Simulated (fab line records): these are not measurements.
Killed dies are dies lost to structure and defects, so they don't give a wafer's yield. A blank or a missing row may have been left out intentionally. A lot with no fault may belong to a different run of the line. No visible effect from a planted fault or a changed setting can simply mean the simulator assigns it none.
A struck lot beside a sound one :: flow sky130 :: 14 out of 708 route steps
Sound: wafers L253.2, L253.3, L253.6. Wafers struck: L260.1, L260.2, L260.4. At the end, the cause is stated.
Order at every step that has rows: each side's tool, ch and its chambers, its first start. Under that, the readings that differ: sound wafers :: struck wafers :: difference of the means :: sigmas: that difference in standard deviations of wafers without a fault.
alike: readings whose means differ by less than 2 such deviations, and words and numbers that are the same on both sides. not compared: withheld readings, readings that some wafer has no value for, bounds like >300 that may hide the same value, and numbers for which the record gives no deviation and whose values overlap.
The two part at a step that has a row with sigmas, a row that says differs or no value, or rows on one side only. Non-overlapping numbers with no deviation appear without sigmas and do not part them. Lack of a reading on every wafer of one side parts them only where that side has two or more wafers.

first, 1 step without rows for these wafers: SKY_VIA4_DEVELOP_10 (develop time 60 s).
SKY_VIA4_OVL_MEAS_11:
  sound on overlay-02, day 43 21:20; struck on overlay-02, day 45 21:34
  alike: VIA4_OVL
SKY_VIA4_ETCH_12: etches SiO2 in C4F8/O2/Ar, stops on TiN, target depth 580 nm.
  sound on rie-diel-01 ch 1,2, day 43 21:22; struck on rie-diel-03 ch 0,2,3, day 45 21:36
  alike: oes-product-au
then, 4 steps without rows for these wafers: SKY_VIA4_STRIP_13 (strips in O2/N2); SKY_VIA4_STRIP_14 (strips in post etch residue remover, time 1200 s); SKY_VIA4_CLEAN_15 (cleans in IPA, time 180 s); SKY_VIA4_CLEAN_16 (cleans in O3/DIW).
SKY_VIA4_SPUTTER_17: material TiN, target thk 20 nm, time 80 s.
  sound on pvd-sputter-01, day 43 22:02; struck on pvd-sputter-02, day 45 22:16
  alike: chamber-pressure-pa, throttle-valve-pct
SKY_VIA4_CVD_18: deposits W, target thk 505 nm, time 152.14 s.
  sound on cvd-w-02 ch 0,1, day 43 22:06; struck on cvd-w-02 ch 0,1, day 45 22:20
  alike: heater-power-w
SKY_VIA4_RS_MEAS_19: measures by four-point-probe.
  sound on film-metro-04, day 43 22:16; struck on film-metro-02, day 45 22:29
  alike: VIA4_W_RS
SKY_VIA4_THK_MEAS_20: measures by xrf.
  sound on film-metro-04, day 43 22:23; struck on film-metro-02, day 45 22:36
reading: VIA4_W_THK (nm)
sound: 529 530 508
struck: 506 486 490
difference: -28
sigmas: -3
SKY_VIA4_CMP_21: polishes, stops on SiO2, t overpolish 25 s, target thk 0 nm.
  sound on cmp-01 ch 0,1,3, day 43 22:26; struck on cmp-01 ch 1,2,3, day 45 22:40
  alike: motor-current-A, overpolish-run-s, time-to-endpoint-s
SKY_METAL5_SPUTTER_00: material Ti, target thk 15 nm, time 10 s.
  sound on pvd-sputter-02, day 43 22:44; struck on pvd-sputter-03, day 45 22:58
reading: model.Ti_of_METAL5_SPUTTER_00.thk-nm (nm)
sound: 15.35 15.43 15.18
struck: 16.47 16.28 16.18
difference: +0.99
sigmas: 
  alike: chamber-pressure-pa, throttle-valve-pct
SKY_METAL5_SPUTTER_01: material TiN, target thk 20 nm, time 16.7 s.
  sound on pvd-sputter-02, day 43 22:45; struck on pvd-sputter-03, day 45 22:59
  alike: chamber-pressure-pa, throttle-valve-pct

## WHERE THEY PART
Only at SKY_VIA4_THK_MEAS_20, as far as this record shows. Later steps at which nothing parts them and some readings are alike: SKY_VIA4_CMP_21, SKY_METAL5_SPUTTER_00, SKY_METAL5_SPUTTER_01.

WHY: what the simulator had put in
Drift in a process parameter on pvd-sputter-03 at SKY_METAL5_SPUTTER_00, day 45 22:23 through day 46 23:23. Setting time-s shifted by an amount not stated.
